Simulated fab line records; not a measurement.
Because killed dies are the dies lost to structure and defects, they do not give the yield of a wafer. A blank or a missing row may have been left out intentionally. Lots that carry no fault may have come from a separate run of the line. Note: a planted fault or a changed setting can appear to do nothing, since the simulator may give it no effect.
Comparing a struck lot with a sound one / flow gf180mcu / 18 steps out of a route of 602
Sound: the wafers L953.2, L953.4, L953.6. Struck: wafer L970.3 (left out: L970.1, L970.2 of the same lot, which were not struck); the cause appears at the end.
Order at every step that has rows: each side's tool, ch and its chambers, its first start. Under that, the readings that differ: sound wafers / struck wafers / difference of the means / sigmas: that difference in standard deviations of wafers without a fault.
alike: readings whose means differ by less than 2 such deviations, and words and numbers that are the same on both sides. not compared: withheld readings, readings that some wafer has no value for, bounds like >300 that may hide the same value, and numbers for which the record gives no deviation and whose values overlap.
A row with sigmas, a row that says differs or no value, or rows on one side alone: a step with any of these is where the two part. Numbers that don't overlap but have no deviation are shown without sigmas and don't part them. A reading that every wafer of one side lacks parts them only if that side has two wafers or more.

first, 3 steps without rows for these wafers: GF_V1_EXPOSE_11 (exposes mask Via1, target cd 260 nm); GF_V1_PEB_12 (peb time 90 s); GF_V1_DEVELOP_13 (develop time 60 s).
GF_V1_CD_MEAS_14: the cd target is 260 nm.
  struck on cd-sem-01, day 24 12:22; sound on cd-sem-01, day 18 11:50
  alike: cd-nm
GF_V1_OVL_MEAS_15:
  struck on overlay-01, day 24 12:29; sound on overlay-01, day 18 11:57
  alike: V1_OVL
GF_V1_ETCH_16: etches BARC in N2/H2.
  sound on rie-diel-01 ch 1,2, day 18 11:59; struck on rie-diel-01 ch 2, day 24 12:31
  alike: drypump-motor-current-A, oes-product-au, throttle-valve-pct
GF_V1_ETCH_17: etches SiO2 in C4F8/O2/Ar, stops on TiN, target depth 630 nm.
  sound: rie-diel-01 ch 1,2; struck: rie-diel-01 ch 2
  alike: oes-product-au
GF_V1_STRIP_18: strips in O2/N2.
  sound on plasma-asher-02 ch 0, day 18 12:07; struck on plasma-asher-03 ch 0, day 24 12:39
  alike: drypump-motor-current-A, heater-power-w, oes-product-au, platen-temp-c
  not compared: rf-hours-counter-h
then, 2 steps without rows for these wafers: GF_V1_STRIP_19 (strips in post etch residue remover, time 1200 s); GF_V1_CLEAN_20 (cleans in DIW).
GF_V1_SPUTTER_21: material Ti, target thk 15 nm, time 80.02 s.
  struck on pvd-sputter-01, day 24 13:11; sound on pvd-sputter-04, day 18 12:38
reading=throttle-valve-pct (%); sound=32.3 30.8 30.1; struck=28.9; difference=-2.2; sigmas=-3
then, 1 step without rows for these wafers: GF_V1_SPUTTER_22 (material TiN, target thk 10 nm, time 40 s).
GF_V1_CVD_23: deposits W, target thk 350 nm, time 105.05 s.
  sound on cvd-w-02 ch 0, day 18 12:44; struck on cvd-w-01 ch 1, day 24 13:17
reading=heater-power-outer-w (W); sound=503 502 494; struck=584; difference=+84; sigmas=+2
reading=model.W_of_V1_CVD_23.thk-nm (nm); sound=352.8 354.7 354.4; struck=527; difference=+173; sigmas=
  alike: heater-power-w
GF_V1_RS_MEAS_24: the measuring method here is four-point-probe.
  struck on film-metro-03, day 24 13:23; sound on film-metro-04, day 18 12:53
reading=V1_W_RS (ohm/sq); sound=0.325 0.324 0.324; struck=0.217; difference=-0.107; sigmas=-18
GF_V1_THK_MEAS_25: measures by xrf.
  struck on film-metro-03, day 24 13:31; sound on film-metro-04, day 18 12:59
reading=V1_W_THK (nm); sound=359 363 361; struck=553; difference=+192; sigmas=+25
GF_V1_CMP_26: polishes, stops on SiO2, t overpolish 15 s, target thk 0 nm.
  sound on cmp-01 ch 1,3, day 18 13:05; struck on cmp-02 ch 1, day 24 13:34
reading=time-to-endpoint-s (s); sound=80 83 84; struck=121; difference=+39; sigmas=+9
  alike: motor-current-A
GF_M2_SPUTTER_00: material Ti, target thk 37.5 nm, time 150 s.
  struck on pvd-sputter-03, day 24 13:52; sound on pvd-sputter-02, day 18 13:20
  alike: throttle-valve-pct
GF_PASSIVATION_PROBE_99:
  rows exist in the record for the sound wafers here (prober-01, day 29 05:01), none for the struck ones

== WHERE THEY PART ==
Last at GF_PASSIVATION_PROBE_99 as far as this record goes, first at GF_V1_SPUTTER_21.

WHY: what had been put in by the simulator
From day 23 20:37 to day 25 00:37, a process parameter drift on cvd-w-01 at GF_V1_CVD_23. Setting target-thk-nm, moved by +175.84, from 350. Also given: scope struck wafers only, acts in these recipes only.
